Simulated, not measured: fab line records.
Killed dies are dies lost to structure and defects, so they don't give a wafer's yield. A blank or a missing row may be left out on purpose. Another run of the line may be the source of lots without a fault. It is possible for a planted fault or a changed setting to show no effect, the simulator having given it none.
Which tool was responsible? | flow gf180mcu | 10 lots with 30 wafers sampled at 7 steps, on a route of 602 steps

== WHAT THE GAUGES SHOWED, per wafer ==
GF_V4_RS_MEAS_24: the measuring method here is four-point-probe. Usual: V4_W_RS typically reads 0.332 ohm/sq, with standard deviation 0.0042.
lot  | measured     | on            | V4_W_RS (ohm/sq)  | flag
L377 | day 26 16:20 | film metro-02 | 0.337 0.336 0.335 |
L380 | day 27 15:23 | film metro-04 | 0.335 0.327 0.336 |
L381 | day 28 01:08 | film metro-04 | 0.337 0.333 0.338 |
L382 | day 28 06:44 | film metro-03 | 0.329 0.330 0.337 |
L383 | day 28 11:19 | film metro-02 | 0.334 0.327 0.334 |
L384 | day 28 23:15 | film metro-03 | 0.340 0.339 0.334 |
L388 | day 30 02:29 | film metro-04 | 0.335 0.374 0.331 | OFF
L390 | day 30 12:37 | film metro-02 | 0.333 0.331 0.340 |
L391 | day 30 20:47 | film metro-03 | 0.333 0.334 0.373 | OFF
L395 | day 31 19:32 | film metro-03 | 0.342 0.327 0.339 |

GF_V4_THK_MEAS_25: measures by xrf. Usual: V4_W_THK typically reads 331 nm, with standard deviation 5.1.
lot  | measured     | on            | V4_W_THK (nm) | flag
L377 | day 26 16:27 | film metro-02 | 334 333 335   |
L380 | day 27 15:29 | film metro-04 | 325 334 324   |
L381 | day 28 01:16 | film metro-04 | 323 327 322   |
L382 | day 28 06:51 | film metro-03 | 339 337 330   |
L383 | day 28 11:25 | film metro-02 | 333 340 332   |
L384 | day 28 23:22 | film metro-03 | 326 327 332   |
L388 | day 30 02:36 | film metro-04 | 325 294 332   |
L390 | day 30 12:44 | film metro-02 | 336 340 331   |
L391 | day 30 20:54 | film metro-03 | 337 336 302   |
L395 | day 31 19:39 | film metro-03 | 326 343 330   |

GF_MIM_THK_MEAS_06. Usual: MIM_CVD_05_THK typically reads 42.1 nm, with standard deviation 0.58.
lot  | measured     | on            | MIM_CVD_05_THK (nm) | flag
L377 | day 26 17:04 | film metro-03 | 42.1 41.8 41.9      |
L380 | day 27 16:06 | film metro-03 | 42.0 43.1 41.9      |
L381 | day 28 01:54 | film metro-01 | 41.4 41.9 42.2      |
L382 | day 28 07:28 | film metro-03 | 42.3 42.7 42.8      |
L383 | day 28 12:01 | film metro-02 | 42.8 42.7 42.6      |
L384 | day 28 23:59 | film metro-01 | 41.5 41.4 42.5      |
L388 | day 30 03:15 | film metro-01 | 42.1 42.1 42.3      |
L390 | day 30 13:20 | film metro-01 | 40.6 41.6 41.5      |
L391 | day 30 21:31 | film metro-01 | 41.1 41.7 42.1      |
L395 | day 31 20:17 | film metro-01 | 41.4 41.9 42.2      |

== WHICH TOOL RAN EACH LOT (tool, then ch and the chambers of the sampled wafers, then the start) ==
lot  | GF_M4_STRIP_17                       | GF_V4_ETCH_16                      | GF_V4_CVD_23                  | GF_V4_CMP_26
L377 | plasma asher-04 ch 0,1, day 25 16:28 | rie diel-01 ch 0,1,2, day 26 15:27 | cvd w-02 ch 0,1, day 26 16:13 | cmp-01 ch 0,2,3, day 26 16:31
L380 | plasma asher-04 ch 0,1, day 26 17:07 | rie diel-04 ch 1,3, day 27 14:27   | cvd w-01 ch 0,1, day 27 15:15 | cmp-02 ch 0,2, day 27 15:32
L381 | plasma asher-01 ch 0,1, day 27 02:37 | rie diel-03 ch 0,1,2, day 28 00:15 | cvd w-02 ch 0,1, day 28 01:02 | cmp-02 ch 0,1,2, day 28 01:22
L382 | plasma asher-01 ch 0,1, day 27 08:25 | rie diel-04 ch 2,3, day 28 05:44   | cvd w-01 ch 0,1, day 28 06:37 | cmp-01 ch 2,3, day 28 06:55
L383 | plasma asher-01 ch 0,1, day 27 12:18 | rie diel-04 ch 1,2,3, day 28 09:58 | cvd w-01 ch 0,1, day 28 11:11 | cmp-02 ch 2,3, day 28 11:29
L384 | plasma asher-03 ch 0,1, day 28 01:07 | rie diel-03 ch 0,1, day 28 22:21   | cvd w-02 ch 0,1, day 28 23:08 | cmp-01 ch 0,2, day 28 23:26
L388 | plasma asher-03 ch 0,1, day 29 04:58 | rie diel-04 ch 0,2,3, day 30 01:29 | cvd w-02 ch 0,1, day 30 02:14 | cmp-01 ch 1,2,3, day 30 02:39
L390 | plasma asher-04 ch 0,1, day 29 15:25 | rie diel-04 ch 0,2,3, day 30 11:44 | cvd w-01 ch 0,1, day 30 12:29 | cmp-02 ch 1,2,3, day 30 12:53
L391 | plasma asher-04 ch 0,1, day 29 23:19 | rie diel-03 ch 1,2, day 30 19:54   | cvd w-02 ch 0,1, day 30 20:40 | cmp-02 ch 1,2, day 30 20:58
L395 | plasma asher-03 ch 0,1, day 30 22:46 | rie diel-04 ch 0,3, day 31 18:39   | cvd w-01 ch 0,1, day 31 19:25 | cmp-02 ch 0,1,3, day 31 19:52
- GF_M4_STRIP_17: strips in O2/N2.
- GF_V4_ETCH_16: etches BARC in N2/H2.
- GF_V4_CVD_23: deposits W, target thk 350 nm, time 104.9 s.
- GF_V4_CMP_26: polishes, stops on SiO2, t overpolish 15 s, target thk 0 nm.

== WHAT THE TOOLS THEMSELVES READ (means of the sampled wafers that have a number; where no wafer has one, the mark that the record gives instead) ==
GF_M4_STRIP_17. Usual: drypump motor current A 5.62 A, standard deviation 0.29; heater power w 307 W, standard deviation 36; oes product au 0.557 a.u., standard deviation 0.0051; strip time to endpoint s 7.86 s, standard deviation 0.049.
lot  | tool            | drypump motor current A (A) | heater power w (W) | oes product au (a.u.) | strip time to endpoint s (s) | flag
L377 | plasma asher-04 | 5.52                        | 370                | 0.555                 | 7.76                         |
L380 | plasma asher-04 | 5.58                        | 363                | 0.559                 | 7.90                         |
L381 | plasma asher-01 | 5.45                        | 283                | 0.558                 | 7.84                         |
L382 | plasma asher-01 | 5.47                        | 287                | 0.557                 | 7.87                         |
L383 | plasma asher-01 | 5.47                        | 285                | 0.561                 | 7.90                         |
L384 | plasma asher-03 | 5.89                        | 294                | 0.551                 | 7.84                         |
L388 | plasma asher-03 | 5.91                        | 294                | 0.553                 | 7.88                         |
L390 | plasma asher-04 | 5.57                        | 360                | 0.565                 | 7.90                         |
L391 | plasma asher-04 | 5.51                        | 377                | 0.555                 | 7.78                         |
L395 | plasma asher-03 | 5.74                        | 285                | 0.556                 | 7.83                         |

GF_V4_ETCH_16. Usual: drypump motor current A 5.7 A, standard deviation 0.37; oes product au 0.855 a.u., standard deviation 0.0048; throttle valve pct 13.224 %, standard deviation 0.0091.
lot  | tool        | drypump motor current A (A) | oes product au (a.u.) | throttle valve pct (%) | flag
L377 | rie diel-01 | 5.9                         | 0.857                 | 13.224                 |
L380 | rie diel-04 | 5.7                         | 0.857                 | 13.221                 |
L381 | rie diel-03 | 6.1                         | 0.858                 | 13.225                 |
L382 | rie diel-04 | 5.4                         | 0.855                 | 13.225                 |
L383 | rie diel-04 | 5.5                         | 0.858                 | 13.233                 |
L384 | rie diel-03 | 6.0                         | 0.856                 | 13.214                 |
L388 | rie diel-04 | 5.4                         | 0.860                 | 13.212                 |
L390 | rie diel-04 | 5.4                         | 0.859                 | 13.229                 |
L391 | rie diel-03 | 6.1                         | 0.860                 | 13.230                 |
L395 | rie diel-04 | 5.3                         | 0.860                 | 13.222                 |

GF_V4_CVD_23. Usual: heater power w at 886 W, with a standard deviation of 33.
lot  | tool     | heater power w (W) | flag
L377 | cvd w-02 | 898                |
L380 | cvd w-01 | 882                |
L381 | cvd w-02 | 900                |
L382 | cvd w-01 | 867                |
L383 | cvd w-01 | 888                |
L384 | cvd w-02 | 896                |
L388 | cvd w-02 | 905                |
L390 | cvd w-01 | 866                |
L391 | cvd w-02 | 905                |
L395 | cvd w-01 | 889                |

GF_V4_CMP_26. Usual: motor current A 11.5 A, standard deviation 0.91; slurry filter dp kPa 13.52 kPa, standard deviation 0.12; time to endpoint s 84 s, standard deviation 3.7.
lot  | tool   | motor current A (A) | slurry filter dp kPa (kPa) | time to endpoint s (s) | flag
L377 | cmp-01 | 11.9                | 13.49                      | 86                     |
L380 | cmp-02 | 11.8                | 13.59                      | 79                     |
L381 | cmp-02 | 11.7                | 13.43                      | 77                     |
L382 | cmp-01 | 11.1                | 13.48                      | 86                     |
L383 | cmp-02 | 10.5                | 13.58                      | 86                     |
L384 | cmp-01 | 10.8                | 13.51                      | 82                     |
L388 | cmp-01 | 11.7                | 13.54                      | 82                     |
L390 | cmp-02 | 11.1                | 13.55                      | 84                     |
L391 | cmp-02 | 11.5                | 13.62                      | 77                     |
L395 | cmp-02 | 11.4                | 13.47                      | 81                     |

== THE ANSWER, worked out from the rows above alone ==
Rule: a lot is off if the mean of its wafers that have a number lies more than 3 standard deviations from the usual mean. A lot without any number at a reading at which 4 lots or more have one is off too. Any other lot the step has rows for is counted as sound. After the gauges, taken in route order, come the tools' own readings; for these a lot's mean is taken, as printed above. At the first step where some lot is off, the reading lying furthest off is the one used; lots without a number count as furthest.
Off: L388, L391, seen at GF_V4_RS_MEAS_24 (V4_W_RS).
If a tool, at a process step before that reading, ran all the lots that are off and no sound lot after the first of them, it fits. Those tools and the gauges at GF_V4_RS_MEAS_24 are tried in the same way. One candidate fits, namely cvd w-02 at GF_V4_CVD_23. Its last sound lot is L384 (day 28 23:08), its first lot that is off L388 (day 30 02:14): a fault that began between those two fits.

== WHAT THE SIMULATOR HAD PUT IN ==
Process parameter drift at GF_V4_CVD_23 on cvd w-02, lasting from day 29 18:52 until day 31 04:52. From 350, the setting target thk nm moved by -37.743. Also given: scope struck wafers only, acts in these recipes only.
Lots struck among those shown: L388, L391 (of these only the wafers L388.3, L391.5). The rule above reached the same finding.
